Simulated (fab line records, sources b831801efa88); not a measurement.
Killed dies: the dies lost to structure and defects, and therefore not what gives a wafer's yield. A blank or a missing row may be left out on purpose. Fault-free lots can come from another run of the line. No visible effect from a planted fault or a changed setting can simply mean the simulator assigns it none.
fab line records + flow gf180mcu
record:
- lots: 14
- wafers: 42
- last_day: 34
route steps=602 shown STI@1 DNWELL@40 NWELL@52 MVPSD@139 HV_LDD@196
lots with no fault: from the same line, run without faults
start_h: hours from the record's first day to the start of the lot's first wafer shown + wait_h: hours since the lot's step before + " unchanged from the row above + L1.1+2: a row that stands for several wafers + - no value, or no start given + * or withheld: withheld + < > ~ a bound
route shown NAME@n: NAME is a module with steps in the file, n the number in the route of the first one + usual: average and standard deviation across the fault-free wafers + same: alike in all rows + chamber/n: place in a boat + sites: the reading at each site + _std_site: their standard deviation + _edge_site: inner sites' mean taken away from outer sites' mean + radius_mm: for every site, how far away it sits from the centre of the wafer + mask NAME#n: copy n + behind: the most recent tool/chamber to have shaped the wafer + hold: what put the lot on hold/how long, in hours/how the hold closed + device: the n, p or np transistor that did not switch + end of line: at the end of the route, the tests of the same wafers + a step with no rows: only its recipe + killed: the dies lost at the first sort to structure and to defects; this is not the yield of the wafer + map: per-die view of a wafer (x killed, . not killed, _ where there is no die)
set.NAME: the setting as run; set.NAME@STEP: as run at that earlier step + model.NAME: the simulator's own value behind a step, which no gauge read
the route's steps for a sample of lots (tables are steps, rows are wafers)
services: when a tool's chamber went out of use (start_h, in hours from the record's first day, below 0 if earlier), for how many hours, and the reason
== steps ==
step: GF_STI_BOW_MEAS_00
recipe:
- mode: bow
usual:
- INCOMING_BOW: -1/6.8
| lot.wafer | tool          | chamber | start_h | wait_h | INCOMING_BOW[um] |
|-----------|---------------|---------|---------|--------|------------------|
| L746.1    | film_metro-01 | -       | 10.00   | -      | -1               |
| L746.4    | "             | -       | "       | "      | -9               |
| L746.5    | "             | -       | "       | "      | 0                |
| L747.1    | film_metro-03 | -       | 15.00   | -      | -5               |
| L747.5    | "             | -       | "       | "      | -3               |
| L747.6    | "             | -       | "       | "      | 7                |
| L748.3    | film_metro-01 | -       | 20.04   | -      | -1               |
| L748.4    | "             | -       | "       | "      | 1                |
| L748.6    | "             | -       | "       | "      | 1                |
| L752.3    | film_metro-04 | -       | 40.04   | -      | 5                |
| L752.4    | "             | -       | "       | "      | 4                |
| L752.5    | "             | -       | "       | "      | 5                |
| L753.1    | film_metro-01 | -       | 45.00   | -      | 8                |
| L753.2    | "             | -       | "       | "      | 6                |
| L753.6    | "             | -       | "       | "      | -6               |
| L758.3    | film_metro-04 | -       | 70.04   | -      | 0                |
| L758.5    | "             | -       | "       | "      | -12              |
| L758.6    | "             | -       | "       | "      | 5                |
| L760.3    | film_metro-01 | -       | 80.04   | -      | -4               |
| L760.4    | "             | -       | "       | "      | 13               |
| L760.6    | "             | -       | "       | "      | -3               |
| L761.1    | film_metro-03 | -       | 85.00   | -      | -2               |
| L761.3    | "             | -       | "       | "      | -2               |
| L761.5    | "             | -       | "       | "      | 7                |
| L762.1    | film_metro-01 | -       | 90.00   | -      | -8               |
| L762.3    | "             | -       | "       | "      | -4               |
| L762.6    | "             | -       | "       | "      | 0                |
| L763.3    | film_metro-04 | -       | 95.04   | -      | -9               |
| L763.4    | "             | -       | "       | "      | -6               |
| L763.5    | "             | -       | "       | "      | 13               |
| L765.2    | film_metro-03 | -       | 105.02  | -      | -11              |
| L765.4    | "             | -       | "       | "      | 17               |
| L765.5    | "             | -       | "       | "      | 4                |
| L766.1    | film_metro-03 | -       | 110.00  | -      | -13              |
| L766.3    | "             | -       | "       | "      | -7               |
| L766.5    | "             | -       | "       | "      | -2               |
| L767.2    | film_metro-03 | -       | 115.02  | -      | 5                |
| L767.3    | "             | -       | "       | "      | 5                |
| L767.6    | "             | -       | "       | "      | 4                |
| L769.1    | film_metro-03 | -       | 125.00  | -      | -4               |
| L769.2    | "             | -       | "       | "      | -5               |
| L769.4    | "             | -       | "       | "      | -7               |
step: GF_DNWELL_STRIP_08
recipe:
- chemistry: O2/N2
- power_w: 1400
- pressure_mtorr: 1500
- platen_temp_c: 250
- o2_flow_sccm: 3000
- n2_flow_sccm: 300
- overash_fraction: 0.5
usual:
- chamber_pressure_mTorr: 1500.0/1.2
- drypump_motor_current_A: 5.8/0.4
- heater_power_w: 342/32
- oes_product_au: 0.723/0.0041
- strip_time_to_endpoint_s: 37.04/0.1
| lot.wafer | tool            | chamber | start_h | wait_h | chamber_pressure_mTorr | drypump_motor_current_A | heater_power_w | oes_product_au | rf_hours_counter_h | strip_time_to_endpoint_s |
|-----------|-----------------|---------|---------|--------|------------------------|-------------------------|----------------|----------------|--------------------|--------------------------|
| L746.1    | plasma_asher-02 | 0       | 44.33   | 0.1    | 1499.9                 | 5.2                     | 312            | 0.722          | 39                 | 36.91                    |
| L746.4    | "               | 0       | "       | "      | 1500.6                 | 5.2                     | 310            | 0.718          | -                  | 37.00                    |
| L746.5    | "               | 1       | "       | "      | 1500.7                 | 6.0                     | 305            | 0.728          | -                  | 37.02                    |
| L747.1    | plasma_asher-01 | 0       | 48.05   | 0.1    | 1501.9                 | 5.8                     | 420            | 0.721          | 38                 | 37.05                    |
| L747.5    | "               | 0       | "       | "      | 1500.2                 | 5.8                     | 413            | 0.724          | -                  | 37.05                    |
| L747.6    | "               | 1       | "       | "      | 1500.7                 | 6.6                     | 336            | 0.724          | -                  | 37.13                    |
| L748.3    | plasma_asher-03 | 0       | 52.59   | 0.1    | 1500.2                 | 5.9                     | 344            | 0.726          | -                  | 36.95                    |
| L748.4    | "               | 1       | "       | "      | 1500.4                 | 5.5                     | 309            | 0.717          | -                  | 36.95                    |
| L748.6    | "               | 1       | "       | "      | 1500.6                 | 5.5                     | 325            | 0.725          | -                  | 36.92                    |
| L752.3    | plasma_asher-01 | 1       | 75.28   | 0.1    | -                      | -                       | -              | -              | -                  | -                        |
| L752.4    | "               | 0       | "       | "      | -                      | -                       | -              | -              | -                  | -                        |
| L752.5    | "               | 0       | "       | "      | -                      | -                       | -              | -              | -                  | -                        |
| L753.1    | plasma_asher-03 | 0       | 79.88   | 0.1    | -                      | -                       | -              | -              | -                  | -                        |
| L753.2    | "               | 1       | "       | "      | -                      | -                       | -              | -              | -                  | -                        |
| L753.6    | "               | 0       | "       | "      | -                      | -                       | -              | -              | -                  | -                        |
| L758.3    | plasma_asher-01 | 0       | 107.72  | 0.1    | 1497.4                 | 5.8                     | 416            | 0.727          | -                  | 37.19                    |
| L758.5    | "               | 0       | "       | "      | 1497.5                 | 5.8                     | 403            | 0.724          | -                  | 37.00                    |
| L758.6    | "               | 1       | "       | "      | 1501.1                 | 6.6                     | 337            | 0.729          | -                  | 37.19                    |
| L760.3    | plasma_asher-01 | 1       | 117.07  | 0.1    | 1500.4                 | 6.6                     | 332            | 0.719          | -                  | 37.20                    |
| L760.4    | "               | 0       | "       | "      | 1500.1                 | 5.8                     | 425            | 0.723          | -                  | 37.01                    |
| L760.6    | "               | 1       | "       | "      | 1503.5                 | 6.6                     | 344            | 0.731          | -                  | 37.10                    |
| L761.1    | plasma_asher-03 | 0       | 124.45  | 0.1    | 1500.5                 | 5.9                     | 339            | 0.728          | 48                 | 37.00                    |
| L761.3    | "               | 0       | "       | "      | 1499.8                 | 6.0                     | 339            | 0.717          | -                  | 37.11                    |
| L761.5    | "               | 1       | "       | "      | 1498.9                 | 5.5                     | 325            | 0.728          | -                  | 37.22                    |
| L762.1    | plasma_asher-03 | 0       | 126.85  | 0.1    | 1500.5                 | 6.0                     | 343            | 0.719          | 48                 | 37.19                    |
| L762.3    | "               | 1       | "       | "      | 1499.7                 | 5.5                     | 327            | 0.728          | -                  | 37.12                    |
| L762.6    | "               | 1       | "       | "      | 1498.5                 | 5.5                     | 319            | 0.726          | -                  | 37.12                    |
| L763.3    | plasma_asher-01 | 0       | 133.53  | 0.1    | 1501.4                 | 5.8                     | 413            | 0.727          | -                  | 37.12                    |
| L763.4    | "               | 1       | "       | "      | 1499.6                 | 6.6                     | 339            | 0.721          | -                  | 37.04                    |
| L763.5    | "               | 1       | "       | "      | 1501.2                 | 6.6                     | 337            | 0.718          | -                  | 37.10                    |
| L765.2    | plasma_asher-03 | 1       | 143.50  | 0.1    | 1499.4                 | 5.5                     | 322            | 0.726          | 50                 | 36.94                    |
| L765.4    | "               | 0       | "       | "      | 1500.2                 | 6.0                     | 355            | 0.726          | -                  | 36.96                    |
| L765.5    | "               | 0       | "       | "      | 1500.5                 | 6.0                     | 342            | 0.717          | -                  | 37.10                    |
| L766.1    | plasma_asher-02 | 0       | 148.78  | 0.1    | 1500.7                 | 5.2                     | 330            | 0.723          | 3                  | 37.08                    |
| L766.3    | "               | 0       | "       | "      | 1500.0                 | 5.2                     | 331            | 0.720          | -                  | 36.98                    |
| L766.5    | "               | 0       | "       | "      | 1498.6                 | 5.2                     | 323            | 0.726          | -                  | 37.03                    |
| L767.2    | plasma_asher-02 | 0       | 153.40  | 0.1    | 1499.9                 | 5.2                     | 333            | 0.720          | 4                  | 36.98                    |
| L767.3    | "               | 0       | "       | "      | 1500.3                 | 5.2                     | 330            | 0.725          | -                  | 37.13                    |
| L767.6    | "               | 1       | "       | "      | 1500.1                 | 5.9                     | 309            | 0.720          | -                  | 36.95                    |
| L769.1    | plasma_asher-03 | 1       | 163.90  | 0.1    | 1500.9                 | 5.5                     | 322            | 0.720          | 53                 | 37.39                    |
| L769.2    | "               | 0       | "       | "      | 1498.9                 | 6.0                     | 349            | 0.721          | 53                 | 37.18                    |
| L769.4    | "               | 0       | "       | "      | 1498.3                 | 6.0                     | 353            | 0.722          | -                  | 37.28                    |
step: GF_NWELL_STRIP_10
recipe:
- chemistry: O2/N2
- power_w: 1400
- pressure_mtorr: 1500
- platen_temp_c: 250
- o2_flow_sccm: 3000
- n2_flow_sccm: 300
- overash_fraction: 0.5
usual:
- chamber_pressure_mTorr: 1499.9/1.3
- drypump_motor_current_A: 5.6/0.51
- heater_power_w: 324/14
- oes_product_au: 0.723/0.0048
- strip_time_to_endpoint_s: 37.02/0.12
| lot.wafer | tool            | chamber | start_h | wait_h | chamber_pressure_mTorr | drypump_motor_current_A | heater_power_w | oes_product_au | rf_hours_counter_h | strip_time_to_endpoint_s |
|-----------|-----------------|---------|---------|--------|------------------------|-------------------------|----------------|----------------|--------------------|--------------------------|
| L746.1    | plasma_asher-04 | 0       | 58.27   | 0.1    | 1501.4                 | 6.1                     | 336            | 0.726          | 25                 | 36.99                    |
| L746.4    | "               | 0       | "       | "      | 1499.4                 | 6.1                     | 325            | 0.723          | -                  | 36.96                    |
| L746.5    | "               | 0       | "       | "      | 1500.4                 | 6.2                     | 333            | 0.729          | -                  | 36.86                    |
| L747.1    | plasma_asher-03 | 1       | 61.04   | 0.1    | 1500.0                 | 5.5                     | 312            | 0.718          | 41                 | 37.01                    |
| L747.5    | "               | 0       | "       | "      | 1499.8                 | 6.0                     | 335            | 0.724          | -                  | 36.88                    |
| L747.6    | "               | 1       | "       | "      | 1497.9                 | 5.5                     | 314            | 0.725          | -                  | 37.11                    |
| L748.3    | plasma_asher-02 | 0       | 65.65   | 0.1    | 1498.3                 | 5.2                     | 311            | 0.719          | -                  | 36.78                    |
| L748.4    | "               | 1       | "       | "      | 1498.8                 | 5.9                     | 305            | 0.715          | -                  | 36.94                    |
| L748.6    | "               | 1       | "       | "      | 1500.3                 | 6.0                     | 307            | 0.727          | -                  | 36.91                    |
| L752.3    | plasma_asher-03 | 1       | 89.10   | 0.1    | 1499.8                 | 5.5                     | 319            | 0.742          | -                  | 81.29                    |
| L752.4    | "               | 0       | "       | "      | 1497.3                 | 5.9                     | 347            | 0.750          | -                  | 81.22                    |
| L752.5    | "               | 0       | "       | "      | 1498.5                 | 6.0                     | 354            | 0.743          | -                  | 81.36                    |
| L753.1    | plasma_asher-04 | 1       | 93.82   | 0.1    | 1500.4                 | 4.8                     | 314            | 0.738          | 29                 | 81.26                    |
| L753.2    | "               | 0       | "       | "      | 1500.8                 | 6.2                     | 325            | 0.740          | 29                 | 81.15                    |
| L753.6    | "               | 1       | "       | "      | 1500.9                 | 4.8                     | 321            | 0.745          | -                  | 81.21                    |
| L758.3    | plasma_asher-03 | 1       | 122.85  | 0.1    | 1500.2                 | 5.5                     | 318            | 0.721          | -                  | 37.22                    |
| L758.5    | "               | 0       | "       | "      | 1499.5                 | 6.0                     | 345            | 0.725          | -                  | 37.27                    |
| L758.6    | "               | 1       | "       | "      | 1498.8                 | 5.5                     | 318            | 0.729          | -                  | 37.25                    |
| L760.3    | plasma_asher-04 | 0       | 132.47  | 0.1    | 1501.6                 | 6.2                     | 341            | 0.727          | -                  | 37.13                    |
| L760.4    | "               | 1       | "       | "      | 1498.7                 | 4.8                     | 314            | 0.725          | -                  | 37.01                    |
| L760.6    | "               | 0       | "       | "      | 1497.3                 | 6.2                     | 329            | 0.722          | -                  | 37.16                    |
| L761.1    | plasma_asher-02 | 1       | 139.97  | 0.1    | 1498.7                 | 5.9                     | 318            | 0.722          | 2                  | 37.03                    |
| L761.3    | "               | 1       | "       | "      | 1499.8                 | 5.9                     | 310            | 0.726          | -                  | 36.95                    |
| L761.5    | "               | 1       | "       | "      | 1499.2                 | 5.9                     | 312            | 0.725          | -                  | 37.02                    |
| L762.1    | plasma_asher-04 | 1       | 142.49  | 0.1    | 1496.4                 | 4.8                     | 324            | 0.729          | 34                 | 37.06                    |
| L762.3    | "               | 0       | "       | "      | 1499.2                 | 6.1                     | 332            | 0.731          | -                  | 37.23                    |
| L762.6    | "               | 0       | "       | "      | 1499.9                 | 6.2                     | 340            | 0.719          | -                  | 37.14                    |
| L763.3    | plasma_asher-04 | 0       | 149.95  | 0.1    | 1501.5                 | 6.2                     | 333            | 0.722          | -                  | 37.11                    |
| L763.4    | "               | 1       | "       | "      | 1500.3                 | 4.8                     | 315            | 0.719          | -                  | 37.16                    |
| L763.5    | "               | 1       | "       | "      | 1500.0                 | 4.8                     | 320            | 0.723          | -                  | 37.18                    |
| L765.2    | plasma_asher-02 | 0       | 160.24  | 0.1    | 1499.3                 | 5.2                     | 329            | 0.726          | 5                  | 37.05                    |
| L765.4    | "               | 0       | "       | "      | 1500.7                 | 5.2                     | 321            | 0.717          | -                  | 36.94                    |
| L765.5    | "               | 0       | "       | "      | 1500.4                 | 5.2                     | 333            | 0.721          | -                  | 36.98                    |
| L766.1    | plasma_asher-03 | 0       | 165.34  | 0.1    | 1499.4                 | 6.0                     | 346            | 0.715          | 54                 | 37.04                    |
| L766.3    | "               | 0       | "       | "      | 1499.2                 | 6.0                     | 351            | 0.726          | -                  | 37.08                    |
| L766.5    | "               | 0       | "       | "      | 1500.4                 | 6.0                     | 348            | 0.729          | -                  | 37.19                    |
| L767.2    | plasma_asher-02 | 0       | 169.87  | 0.1    | 1500.2                 | 5.2                     | 321            | 0.714          | 6                  | 36.89                    |
| L767.3    | "               | 0       | "       | "      | 1503.1                 | 5.2                     | 331            | 0.723          | -                  | 36.91                    |
| L767.6    | "               | 0       | "       | "      | 1500.9                 | 5.2                     | 323            | 0.718          | -                  | 36.88                    |
| L769.1    | plasma_asher-02 | 0       | 181.09  | 0.1    | 1500.1                 | 5.2                     | 326            | 0.725          | 7                  | 37.11                    |
| L769.2    | "               | 1       | "       | "      | 1500.4                 | 5.9                     | 307            | 0.719          | 7                  | 37.14                    |
| L769.4    | "               | 0       | "       | "      | 1501.4                 | 5.2                     | 318            | 0.715          | -                  | 37.09                    |
step: GF_NWELL_TW_MEAS_11
usual:
- NWELL_TW: 1567/11
| lot.wafer | tool          | chamber | start_h | wait_h | NWELL_TW |
|-----------|---------------|---------|---------|--------|----------|
| L746.1    | film_metro-01 | -       | 58.37   | 0.1    | 1575     |
| L746.4    | "             | -       | "       | "      | 1578     |
| L746.5    | "             | -       | "       | "      | 1574     |
| L747.1    | film_metro-01 | -       | 61.14   | 0.1    | 1577     |
| L747.5    | "             | -       | "       | "      | 1572     |
| L747.6    | "             | -       | "       | "      | 1566     |
| L748.3    | film_metro-04 | -       | 65.74   | 0.1    | 1570     |
| L748.4    | "             | -       | "       | "      | 1570     |
| L748.6    | "             | -       | "       | "      | 1571     |
| L752.3    | film_metro-04 | -       | 89.19   | 0.1    | 30       |
| L752.4    | "             | -       | "       | "      | 30       |
| L752.5    | "             | -       | "       | "      | 30       |
| L753.1    | film_metro-02 | -       | 93.92   | 0.1    | 30       |
| L753.2    | "             | -       | "       | "      | 30       |
| L753.6    | "             | -       | "       | "      | 30       |
| L758.3    | film_metro-04 | -       | 122.94  | 0.1    | 1558     |
| L758.5    | "             | -       | "       | "      | 1556     |
| L758.6    | "             | -       | "       | "      | 1551     |
| L760.3    | film_metro-01 | -       | 132.56  | 0.1    | 1581     |
| L760.4    | "             | -       | "       | "      | 1589     |
| L760.6    | "             | -       | "       | "      | 1584     |
| L761.1    | film_metro-01 | -       | 140.07  | 0.1    | 1578     |
| L761.3    | "             | -       | "       | "      | 1586     |
| L761.5    | "             | -       | "       | "      | 1587     |
| L762.1    | film_metro-01 | -       | 142.59  | 0.1    | 1583     |
| L762.3    | "             | -       | "       | "      | 1590     |
| L762.6    | "             | -       | "       | "      | 1589     |
| L763.3    | film_metro-01 | -       | 150.04  | 0.1    | 1565     |
| L763.4    | "             | -       | "       | "      | 1581     |
| L763.5    | "             | -       | "       | "      | 1564     |
| L765.2    | film_metro-02 | -       | 160.38  | 0.1    | 1557     |
| L765.4    | "             | -       | "       | "      | 1554     |
| L765.5    | "             | -       | "       | "      | 1551     |
| L766.1    | film_metro-01 | -       | 165.44  | 0.1    | 1574     |
| L766.3    | "             | -       | "       | "      | 1580     |
| L766.5    | "             | -       | "       | "      | 1574     |
| L767.2    | film_metro-01 | -       | 169.98  | 0.1    | 1576     |
| L767.3    | "             | -       | "       | "      | 1572     |
| L767.6    | "             | -       | "       | "      | 1572     |
| L769.1    | film_metro-04 | -       | 181.19  | 0.1    | 1564     |
| L769.2    | "             | -       | "       | "      | 1559     |
| L769.4    | "             | -       | "       | "      | 1562     |
step: GF_VT_IMPLANT_RS_MEAS_49
recipe:
- thk_meas_gauge: four-point-probe
usual:
- MVPSD_RS: 1168/3.6
| lot.wafer | tool          | chamber | start_h | wait_h | MVPSD_RS[ohm/sq] |
|-----------|---------------|---------|---------|--------|------------------|
| L746.1    | film_metro-04 | -       | 161.06  | 0.1    | 1166             |
| L746.4    | "             | -       | "       | "      | 1169             |
| L746.5    | "             | -       | "       | "      | 1169             |
| L747.1    | film_metro-02 | -       | 165.51  | 0.1    | 1169             |
| L747.5    | "             | -       | "       | "      | 1169             |
| L747.6    | "             | -       | "       | "      | 1168             |
| L748.3    | film_metro-02 | -       | 170.08  | 0.1    | 1171             |
| L748.4    | "             | -       | "       | "      | 1171             |
| L748.6    | "             | -       | "       | "      | 1171             |
| L752.3    | film_metro-02 | -       | 200.45  | 0.1    | 1174             |
| L752.4    | "             | -       | "       | "      | 1176             |
| L752.5    | "             | -       | "       | "      | 1175             |
| L753.1    | film_metro-02 | -       | 204.88  | 0.1    | 1173             |
| L753.2    | "             | -       | "       | "      | 1175             |
| L753.6    | "             | -       | "       | "      | 1173             |
| L758.3    | film_metro-04 | -       | 237.88  | 0.1    | 1163             |
| L758.5    | "             | -       | "       | "      | 1168             |
| L758.6    | "             | -       | "       | "      | 1167             |
| L760.3    | film_metro-02 | -       | 251.55  | 0.1    | 1165             |
| L760.4    | "             | -       | "       | "      | 1170             |
| L760.6    | "             | -       | "       | "      | 1169             |
| L761.1    | film_metro-02 | -       | 262.54  | 0.1    | 1173             |
| L761.3    | "             | -       | "       | "      | 1172             |
| L761.5    | "             | -       | "       | "      | 1172             |
| L762.1    | film_metro-02 | -       | 263.89  | 0.1    | 1167             |
| L762.3    | "             | -       | "       | "      | 1166             |
| L762.6    | "             | -       | "       | "      | 1170             |
| L763.3    | film_metro-02 | -       | 274.12  | 0.1    | 1169             |
| L763.4    | "             | -       | "       | "      | 1169             |
| L763.5    | "             | -       | "       | "      | 1169             |
| L765.2    | film_metro-01 | -       | 284.46  | 0.1    | 1162             |
| L765.4    | "             | -       | "       | "      | 1164             |
| L765.5    | "             | -       | "       | "      | 1166             |
| L766.1    | film_metro-02 | -       | 292.71  | 0.1    | 1168             |
| L766.3    | "             | -       | "       | "      | 1165             |
| L766.5    | "             | -       | "       | "      | 1169             |
| L767.2    | film_metro-04 | -       | 295.11  | 0.1    | 1164             |
| L767.3    | "             | -       | "       | "      | 1163             |
| L767.6    | "             | -       | "       | "      | 1163             |
| L769.1    | film_metro-04 | -       | 310.45  | 0.1    | 1163             |
| L769.2    | "             | -       | "       | "      | 1160             |
| L769.4    | "             | -       | "       | "      | 1164             |
step: GF_HV_LDD_OVL_MEAS_20
usual:
- HV_LDD_01_OVL: -1.5/1.4
| lot.wafer | tool       | chamber | start_h | wait_h | HV_LDD_01_OVL[nm] |
|-----------|------------|---------|---------|--------|-------------------|
| L746.1    | overlay-01 | -       | 239.72  | 0.1    | -1.5              |
| L746.4    | "          | -       | "       | "      | -3.3              |
| L746.5    | "          | -       | "       | "      | -1.3              |
| L748.3    | overlay-02 | -       | 246.95  | 0.1    | -0.8              |
| L748.4    | "          | -       | "       | "      | -1.8              |
| L748.6    | "          | -       | "       | "      | 0.2               |
| L747.1    | overlay-02 | -       | 247.15  | 0.1    | -3.6              |
| L747.5    | "          | -       | "       | "      | -3.2              |
| L747.6    | "          | -       | "       | "      | -4.0              |
| L753.1    | overlay-02 | -       | 288.82  | 0.1    | -2.6              |
| L753.2    | "          | -       | "       | "      | -1.2              |
| L753.6    | "          | -       | "       | "      | -2.6              |
| L752.3    | overlay-02 | -       | 290.21  | 0.1    | -0.2              |
| L752.4    | "          | -       | "       | "      | -1.3              |
| L752.5    | "          | -       | "       | "      | 1.2               |
| L758.3    | overlay-02 | -       | 325.03  | 0.1    | 0.0               |
| L758.5    | "          | -       | "       | "      | -1.9              |
| L758.6    | "          | -       | "       | "      | -1.8              |
| L760.3    | overlay-01 | -       | 337.28  | 0.1    | -3.1              |
| L760.4    | "          | -       | "       | "      | -1.3              |
| L760.6    | "          | -       | "       | "      | -0.2              |
| L761.1    | overlay-01 | -       | 351.45  | 0.1    | -1.0              |
| L761.3    | "          | -       | "       | "      | -1.2              |
| L761.5    | "          | -       | "       | "      | 1.7               |
| L762.1    | overlay-01 | -       | 357.70  | 0.1    | -0.6              |
| L762.3    | "          | -       | "       | "      | -0.7              |
| L762.6    | "          | -       | "       | "      | -0.8              |
| L763.3    | overlay-01 | -       | 366.63  | 0.1    | -2.3              |
| L763.4    | "          | -       | "       | "      | -3.4              |
| L763.5    | "          | -       | "       | "      | -1.3              |
| L765.2    | overlay-01 | -       | 376.51  | 0.1    | -2.9              |
| L765.4    | "          | -       | "       | "      | -1.0              |
| L765.5    | "          | -       | "       | "      | -2.8              |
| L766.1    | overlay-01 | -       | 386.85  | 0.1    | -1.6              |
| L766.3    | "          | -       | "       | "      | -1.5              |
| L766.5    | "          | -       | "       | "      | -0.2              |
| L767.2    | overlay-01 | -       | 390.27  | 0.1    | -2.6              |
| L767.3    | "          | -       | "       | "      | -2.7              |
| L767.6    | "          | -       | "       | "      | -2.3              |
| L769.1    | overlay-01 | -       | 406.70  | 0.1    | -1.9              |
| L769.2    | "          | -       | "       | "      | -1.1              |
| L769.4    | "          | -       | "       | "      | -1.1              |
== services ==
| tool            | chamber | start_h | hours | kind       |
|-----------------|---------|---------|-------|------------|
| plasma_asher-02 | -       | 55.67   | 0.3   | repair     |
| plasma_asher-02 | -       | 75.59   | 14.6  | pm         |
| plasma_asher-03 | -       | 93.67   | 0.8   | repair     |
| plasma_asher-02 | -       | 108.77  | 9.0   | pm         |
| plasma_asher-02 | 0       | 108.77  | 9.0   | vent_cycle |
| plasma_asher-02 | 1       | 108.77  | 9.0   | vent_cycle |
| plasma_asher-02 | 0       | 117.77  | -     | clean      |
| plasma_asher-02 | 1       | 117.77  | -     | clean      |
| plasma_asher-01 | -       | 140.02  | 24.7  | repair     |
| plasma_asher-01 | -       | 168.46  | 5.5   | repair     |
== key ==
first_sign:
- step: GF_DNWELL_STRIP_08
- reading: tool_record
- direction: missing
effect:
- step: GF_NWELL_STRIP_10
- reading: strip_time_to_endpoint_s
- direction: up
- sigmas: 99+
- usual: *
- struck: *
effect:
- step: GF_NWELL_TW_MEAS_11
- reading: NWELL_TW
- direction: down
- sigmas: 99+
- usual: 1567
- struck: 30
met_at GF_DNWELL_STRIP_08
struck_lots L752,L753
sort_left_out L752.3,L752.4,L752.5,L753.1,L753.2,L753.6
tester_left_out L752,L753
not_acting_at GF_STI_BOW_MEAS_00,GF_VT_IMPLANT_RS_MEAS_49,GF_HV_LDD_OVL_MEAS_20
onset_between 52.59 75.28
fault:
- kind: skipped_step_whole
- tool: plasma_asher-01,plasma_asher-03
- chamber: -
- onset_h: 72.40
- steps: GF_DNWELL_STRIP_08
- scope: struck_lots_only
tester_left_out: of these lots the tester's yield and bins aren't shown, on N5 and GAA mostly nor the transistor test; their killed dies are dies lost to structure and defects alone, not to doping, threshold or leakage, so they don't give the yield
sort_left_out: the simulated sort isn't trusted on such a fault, so these wafers' sort isn't shown, and their yield isn't known
